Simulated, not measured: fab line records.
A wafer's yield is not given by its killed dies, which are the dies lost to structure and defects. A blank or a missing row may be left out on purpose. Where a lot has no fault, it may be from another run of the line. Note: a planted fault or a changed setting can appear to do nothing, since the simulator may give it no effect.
Which of the tools did it? / flow gf180mcu / 14 lots with 42 wafers sampled at 4 steps, on a route of 602 steps

WHAT THE GAUGES SHOWED, per wafer
GF_MIM_RS_MEAS_10: measurement is done with a four-point probe. Usual: MIM_ALCU_RS typically reads 0.1612 ohm/sq, with standard deviation 0.0016.
lot=L173; measured=day 24 09:17; on=film_metro-04; MIM_ALCU_RS (ohm/sq)=0.1607 0.1600 0.1600; flag=
lot=L175; measured=day 25 03:06; on=film_metro-04; MIM_ALCU_RS (ohm/sq)=0.1593 0.1586 0.1583; flag=
lot=L179; measured=day 27 01:22; on=film_metro-01; MIM_ALCU_RS (ohm/sq)=0.1625 0.1624 0.1615; flag=
lot=L180; measured=day 26 22:05; on=film_metro-03; MIM_ALCU_RS (ohm/sq)=0.1611 0.1620 0.1621; flag=
lot=L181; measured=day 27 09:13; on=film_metro-01; MIM_ALCU_RS (ohm/sq)=0.1597 0.1608 0.1607; flag=
lot=L185; measured=day 28 09:16; on=film_metro-01; MIM_ALCU_RS (ohm/sq)=0.1626 0.1625 0.1607; flag=
lot=L186; measured=day 28 21:45; on=film_metro-01; MIM_ALCU_RS (ohm/sq)=0.1611 0.1626 0.1610; flag=
lot=L187; measured=day 29 01:43; on=film_metro-01; MIM_ALCU_RS (ohm/sq)=0.1600 0.1618 0.1610; flag=
lot=L189; measured=day 29 16:31; on=film_metro-01; MIM_ALCU_RS (ohm/sq)=0.1593 0.1594 0.1594; flag=
lot=L191; measured=day 30 02:23; on=film_metro-04; MIM_ALCU_RS (ohm/sq)=0.1645 0.1630 0.1627; flag=
lot=L192; measured=day 30 07:06; on=film_metro-01; MIM_ALCU_RS (ohm/sq)=0.1613 0.1615 0.1618; flag=
lot=L194; measured=day 31 00:44; on=film_metro-03; MIM_ALCU_RS (ohm/sq)=0.1615 0.1615 0.1624; flag=
lot=L195; measured=day 31 04:32; on=film_metro-03; MIM_ALCU_RS (ohm/sq)=0.1608 0.1585 0.1594; flag=
lot=L196; measured=day 31 07:46; on=film_metro-01; MIM_ALCU_RS (ohm/sq)=0.1638 0.1647 0.1649; flag=

WHICH TOOL RAN EACH LOT (tool, then ch and the chambers of the sampled wafers, then the start)
lot=L173; GF_LVPWELL_DEVELOP_06=litho_track-04 ch 0, day 3 19:00; GF_M2_SPUTTER_01=pvd_sputter-01, day 18 02:03; GF_MIM_SPUTTER_07=pvd_sputter-03, day 24 09:11
lot=L175; GF_LVPWELL_DEVELOP_06=litho_track-03 ch 0, day 4 07:00; GF_M2_SPUTTER_01=pvd_sputter-01, day 18 22:32; GF_MIM_SPUTTER_07=pvd_sputter-03, day 25 03:00
lot=L179; GF_LVPWELL_DEVELOP_06=litho_track-03 ch 0, day 5 10:00; GF_M2_SPUTTER_01=pvd_sputter-04, day 21 01:33; GF_MIM_SPUTTER_07=pvd_sputter-02, day 27 01:16
lot=L180; GF_LVPWELL_DEVELOP_06=litho_track-03 ch 0, day 5 12:00; GF_M2_SPUTTER_01=pvd_sputter-02, day 20 23:23; GF_MIM_SPUTTER_07=pvd_sputter-02, day 26 21:59
lot=L181; GF_LVPWELL_DEVELOP_06=litho_track-03 ch 0, day 5 19:00; GF_M2_SPUTTER_01=pvd_sputter-02, day 21 10:32; GF_MIM_SPUTTER_07=pvd_sputter-03, day 27 09:06
lot=L185; GF_LVPWELL_DEVELOP_06=litho_track-04 ch 0, day 6 16:00; GF_M2_SPUTTER_01=pvd_sputter-02, day 22 16:31; GF_MIM_SPUTTER_07=pvd_sputter-01, day 28 09:07
lot=L186; GF_LVPWELL_DEVELOP_06=litho_track-01 ch 0, day 6 20:00; GF_M2_SPUTTER_01=pvd_sputter-01, day 23 06:23; GF_MIM_SPUTTER_07=pvd_sputter-01, day 28 21:37
lot=L187; GF_LVPWELL_DEVELOP_06=litho_track-04 ch 0, day 7 04:00; GF_M2_SPUTTER_01=pvd_sputter-01, day 23 09:14; GF_MIM_SPUTTER_07=pvd_sputter-02, day 29 01:35
lot=L189; GF_LVPWELL_DEVELOP_06=litho_track-01 ch 0, day 7 14:00; GF_M2_SPUTTER_01=pvd_sputter-01, day 24 02:26; GF_MIM_SPUTTER_07=pvd_sputter-01, day 29 16:25
lot=L191; GF_LVPWELL_DEVELOP_06=litho_track-01 ch 0, day 8 02:00; GF_M2_SPUTTER_01=pvd_sputter-04, day 24 14:49; GF_MIM_SPUTTER_07=pvd_sputter-03, day 30 02:16
lot=L192; GF_LVPWELL_DEVELOP_06=litho_track-04 ch 0, day 8 07:00; GF_M2_SPUTTER_01=pvd_sputter-02, day 24 20:56; GF_MIM_SPUTTER_07=pvd_sputter-03, day 30 06:59
lot=L194; GF_LVPWELL_DEVELOP_06=litho_track-03 ch 0, day 8 23:00; GF_M2_SPUTTER_01=pvd_sputter-04, day 25 17:11; GF_MIM_SPUTTER_07=pvd_sputter-03, day 31 00:38
lot=L195; GF_LVPWELL_DEVELOP_06=litho_track-03 ch 0, day 9 02:00; GF_M2_SPUTTER_01=pvd_sputter-04, day 25 23:39; GF_MIM_SPUTTER_07=pvd_sputter-01, day 31 04:25
lot=L196; GF_LVPWELL_DEVELOP_06=litho_track-03 ch 0, day 9 08:00; GF_M2_SPUTTER_01=pvd_sputter-04, day 26 03:18; GF_MIM_SPUTTER_07=pvd_sputter-03, day 31 07:40
- GF_LVPWELL_DEVELOP_06: develop time 60 s.
- GF_M2_SPUTTER_01: material TiN, target thk 30 nm, time 25 s.
- GF_MIM_SPUTTER_07: material TiN, target thk 60 nm, time 50 s.

AS READ BY THE TOOLS THEMSELVES (means over the sampled wafers that have a number; for cases with no such wafer, the mark the record gives instead)
GF_LVPWELL_DEVELOP_06. Usual: chill_plate_temp_C 23.00 C, standard deviation 0.1; developer_temp_C 23.03 C, standard deviation 0.12.
lot=L173; tool=litho_track-04; chill_plate_temp_C (C)=23.03; developer_temp_C (C)=23.10; flag=
lot=L175; tool=litho_track-03; chill_plate_temp_C (C)=22.96; developer_temp_C (C)=23.07; flag=
lot=L179; tool=litho_track-03; chill_plate_temp_C (C)=23.14; developer_temp_C (C)=21.92; flag=OFF
lot=L180; tool=litho_track-03; chill_plate_temp_C (C)=22.93; developer_temp_C (C)=22.02; flag=OFF
lot=L181; tool=litho_track-03; chill_plate_temp_C (C)=22.99; developer_temp_C (C)=22.12; flag=OFF
lot=L185; tool=litho_track-04; chill_plate_temp_C (C)=23.08; developer_temp_C (C)=23.11; flag=
lot=L186; tool=litho_track-01; chill_plate_temp_C (C)=23.04; developer_temp_C (C)=23.06; flag=
lot=L187; tool=litho_track-04; chill_plate_temp_C (C)=22.95; developer_temp_C (C)=23.13; flag=
lot=L189; tool=litho_track-01; chill_plate_temp_C (C)=22.92; developer_temp_C (C)=23.01; flag=
lot=L191; tool=litho_track-01; chill_plate_temp_C (C)=22.95; developer_temp_C (C)=22.88; flag=
lot=L192; tool=litho_track-04; chill_plate_temp_C (C)=22.97; developer_temp_C (C)=23.02; flag=
lot=L194; tool=litho_track-03; chill_plate_temp_C (C)=22.98; developer_temp_C (C)=23.04; flag=
lot=L195; tool=litho_track-03; chill_plate_temp_C (C)=23.05; developer_temp_C (C)=22.89; flag=
lot=L196; tool=litho_track-03; chill_plate_temp_C (C)=23.00; developer_temp_C (C)=22.97; flag=

GF_M2_SPUTTER_01. Usual: throttle_valve_pct 29.7 %, standard deviation 0.88.
lot=L173; tool=pvd_sputter-01; throttle_valve_pct (%)=29.9; flag=
lot=L175; tool=pvd_sputter-01; throttle_valve_pct (%)=29.6; flag=
lot=L179; tool=pvd_sputter-04; throttle_valve_pct (%)=30.8; flag=
lot=L180; tool=pvd_sputter-02; throttle_valve_pct (%)=29.4; flag=
lot=L181; tool=pvd_sputter-02; throttle_valve_pct (%)=29.0; flag=
lot=L185; tool=pvd_sputter-02; throttle_valve_pct (%)=28.6; flag=
lot=L186; tool=pvd_sputter-01; throttle_valve_pct (%)=29.2; flag=
lot=L187; tool=pvd_sputter-01; throttle_valve_pct (%)=29.3; flag=
lot=L189; tool=pvd_sputter-01; throttle_valve_pct (%)=29.3; flag=
lot=L191; tool=pvd_sputter-04; throttle_valve_pct (%)=29.9; flag=
lot=L192; tool=pvd_sputter-02; throttle_valve_pct (%)=29.4; flag=
lot=L194; tool=pvd_sputter-04; throttle_valve_pct (%)=30.6; flag=
lot=L195; tool=pvd_sputter-04; throttle_valve_pct (%)=30.7; flag=
lot=L196; tool=pvd_sputter-04; throttle_valve_pct (%)=31.3; flag=

GF_MIM_SPUTTER_07. Usual: throttle_valve_pct 30.1 %, standard deviation 0.98.
lot=L173; tool=pvd_sputter-03; throttle_valve_pct (%)=30.5; flag=
lot=L175; tool=pvd_sputter-03; throttle_valve_pct (%)=30.5; flag=
lot=L179; tool=pvd_sputter-02; throttle_valve_pct (%)=29.1; flag=
lot=L180; tool=pvd_sputter-02; throttle_valve_pct (%)=29.2; flag=
lot=L181; tool=pvd_sputter-03; throttle_valve_pct (%)=29.8; flag=
lot=L185; tool=pvd_sputter-01; throttle_valve_pct (%)=30.0; flag=
lot=L186; tool=pvd_sputter-01; throttle_valve_pct (%)=29.9; flag=
lot=L187; tool=pvd_sputter-02; throttle_valve_pct (%)=29.8; flag=
lot=L189; tool=pvd_sputter-01; throttle_valve_pct (%)=29.2; flag=
lot=L191; tool=pvd_sputter-03; throttle_valve_pct (%)=31.1; flag=
lot=L192; tool=pvd_sputter-03; throttle_valve_pct (%)=30.5; flag=
lot=L194; tool=pvd_sputter-03; throttle_valve_pct (%)=31.1; flag=
lot=L195; tool=pvd_sputter-01; throttle_valve_pct (%)=29.6; flag=
lot=L196; tool=pvd_sputter-03; throttle_valve_pct (%)=31.1; flag=

THE ANSWER, worked out from the rows above alone
Rule: take the mean of a lot's wafers that have a number; if it is more than 3 standard deviations from the usual mean, the lot is off. Also off: a lot with no number at a reading for which 4 or more lots have one. Any other lot the step has rows for is counted as sound. First the gauges in route order, then the tools' own readings, where a lot's mean is used as printed above. The first step at which some lot is off is used, and at that step the reading that is off furthest; a lot without a number counts as furthest.
Off at GF_LVPWELL_DEVELOP_06 (developer_temp_C): L179, L180, L181.
If a tool, at that step or one of the process steps before it, ran each lot that is off and ran no sound lot following the first of them, it fits. Of those tried, none fits.

WHAT THE SIMULATOR PUT IN
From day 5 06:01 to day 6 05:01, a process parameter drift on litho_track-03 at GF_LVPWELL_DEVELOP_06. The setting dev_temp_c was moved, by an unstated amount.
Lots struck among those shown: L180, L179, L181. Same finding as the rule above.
